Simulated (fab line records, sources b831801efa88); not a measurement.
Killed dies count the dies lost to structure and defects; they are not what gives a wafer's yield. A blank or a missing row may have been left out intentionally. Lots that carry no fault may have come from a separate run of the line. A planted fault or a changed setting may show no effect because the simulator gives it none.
2 desks, one fault | flow gf180mcu | every desk sees just its own numbers, and what lay behind them comes last

== THE METROLOGY DESK ==
What the gauges read for every lot (on any tool): the sampled wafers with a number, averaged. Any lot whose mean is over 4 standard deviations away from the usual mean is out of limits and marked OUT; that distance is given in the brackets.
Columns: A = STI_CVD_03_THK at GF_STI_THK_MEAS_04, usual 208.5 nm
lot  | first seen here | A
L957 | day 1 14:01     | 209.2
L958 | day 1 18:34     | 204.5
L960 | day 2 05:22     | 209.2
L961 | day 2 10:04     | 208.1
L965 | day 3 06:26     | 211.2
L967 | day 3 17:08     | 205.8
L970 | day 4 06:34     | 205.9
L971 | day 4 13:00     | 207.2
L972 | day 4 16:34     | 209.8
L974 | day 5 02:38     | 208.3
L978 | day 5 22:34     | 212.9
L980 | day 6 09:36     | 208.2
Result from this desk: across the 12 lots, nothing is out of limits.

== AT THE TOOL OWNER'S DESK: rie si-01 ==
The tool's own readings at GF_STI_ETCH_14 (etches Si in HBr/Cl2/O2, target depth 360 nm, time 102.9 s): means of the sampled wafers that have a number, for each lot that ran on this tool. Any lot whose mean is over 4 standard deviations away from the usual mean is out of limits and marked OUT; that distance is given in the brackets.
Columns: A = drypump motor current A at GF_STI_ETCH_14, usual 5.6 A; B = oes product au at GF_STI_ETCH_14, usual 0.997 a.u.; C = rf fwd power W at GF_STI_ETCH_14, usual 596.6 W; D = throttle valve pct at GF_STI_ETCH_14, usual 25.658 %
lot  | first seen here | A   | B     | C               | D
L957 | day 2 03:02     | 5.6 | 1.010 | 597.2           | 25.648
L960 | day 2 18:19     | 5.6 | 0.994 | 596.4           | 25.659
L961 | day 2 23:02     | 5.2 | 1.008 | 594.7           | 25.651
L970 | day 4 19:10     | 5.8 | 0.990 | 595.7           | 25.654
L972 | day 5 06:37     | 5.8 | 0.998 | 596.7           | 25.647
L974 | day 5 16:50     | 5.3 | 0.962 | 533.3 (-32) OUT | 25.681
Finding of this desk: L974 out of limits; the first was L974 at day 5 16:50, on rf fwd power W at GF_STI_ETCH_14. L957, L960, L961, L970, L972: within limits.

== BROUGHT TOGETHER ==
At day 5 16:50, on L974, the tool owner's desk was in a position to raise an alarm.
The metrology desk saw nothing out of limits.
The metrology desk holds a record of L974, inside its limits.
Of the lots named, all ran GF_STI_ETCH_14 on rie si-01.

== WHAT HAD BEEN PUT IN BY THE SIMULATOR ==
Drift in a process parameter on rie si-01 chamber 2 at GF_STI_ETCH_14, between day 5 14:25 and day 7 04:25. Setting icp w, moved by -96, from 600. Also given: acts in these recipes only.
Struck lots among those shown: L974.
Each desk's first reading out of limits, in hours after the fault started: the tool owner's desk, 2.
